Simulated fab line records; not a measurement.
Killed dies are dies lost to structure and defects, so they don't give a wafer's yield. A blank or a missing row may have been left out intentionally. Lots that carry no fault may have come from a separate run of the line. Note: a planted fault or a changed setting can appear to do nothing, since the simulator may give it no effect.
Which tool is to blame?    flow sfq-line    route of 325 steps, sampled at 1 step: 13 lots, 39 wafers

WHAT EACH GAUGE READ, for each wafer
SFQ_I0_BOW_MEAS_907.
lot   measured      on             I0_BOW (um)
L680  day 12 04:16  film-metro-01  -9 0 0
L686  day 14 14:40  film-metro-01  9 -2 -2
L687  day 15 04:58  film-metro-04  6 -4 2
L689  day 15 20:21  film-metro-04  0 -7 1
L690  day 15 23:41  film-metro-02  0 -3 5
L691  day 16 07:58  film-metro-01  -1 -2 -5
L692  day 16 16:23  film-metro-01  -6 -2 3
L695  day 17 16:12  film-metro-04  7 -15 -6
L696  day 17 21:36  film-metro-04  5 4 -3
L698  day 19 04:23  film-metro-02  -4 4 4
L699  day 19 10:24  film-metro-04  4 -3 -1
L701  day 19 22:37  film-metro-01  -2 6 8
L703  day 21 01:59  film-metro-02  1 13 -2

WHICH TOOL RAN EACH LOT (tool, then ch and the chambers of the sampled wafers, then the start)
Record: no process step prior to these readings.

WHAT THE TOOLS THEMSELVES READ (means of the sampled wafers that have a number; where no wafer has one, the mark that the record gives instead)
The record holds no such reading with a usual standard deviation.

THE ANSWER, worked out from the rows above alone
Rule: the usual values come from the lots themselves. The widest of any qualifying gaps counts: lots, ordered by their means at a reading, are off when they make up no more than a third of the lots, leave a main group of 4 or more, and stand apart from it by 3 or more times the standard deviation of that group's means. The tables above print the reading to a certain number of digits; a main group whose means all agree to those digits is not used. Also off: a lot with no number at a reading for which 4 or more lots have one. Where the step has rows for the other lots, those lots are counted as sound. After the gauges, taken in route order, come the tools' own readings; for these a lot's mean is taken, as printed above. At the first step where some lot is off, the reading lying furthest off is the one used; lots without a number count as furthest.
Nothing can be told from this: no lot is off at any reading shown.

WHAT THE SIMULATOR HAD PUT IN
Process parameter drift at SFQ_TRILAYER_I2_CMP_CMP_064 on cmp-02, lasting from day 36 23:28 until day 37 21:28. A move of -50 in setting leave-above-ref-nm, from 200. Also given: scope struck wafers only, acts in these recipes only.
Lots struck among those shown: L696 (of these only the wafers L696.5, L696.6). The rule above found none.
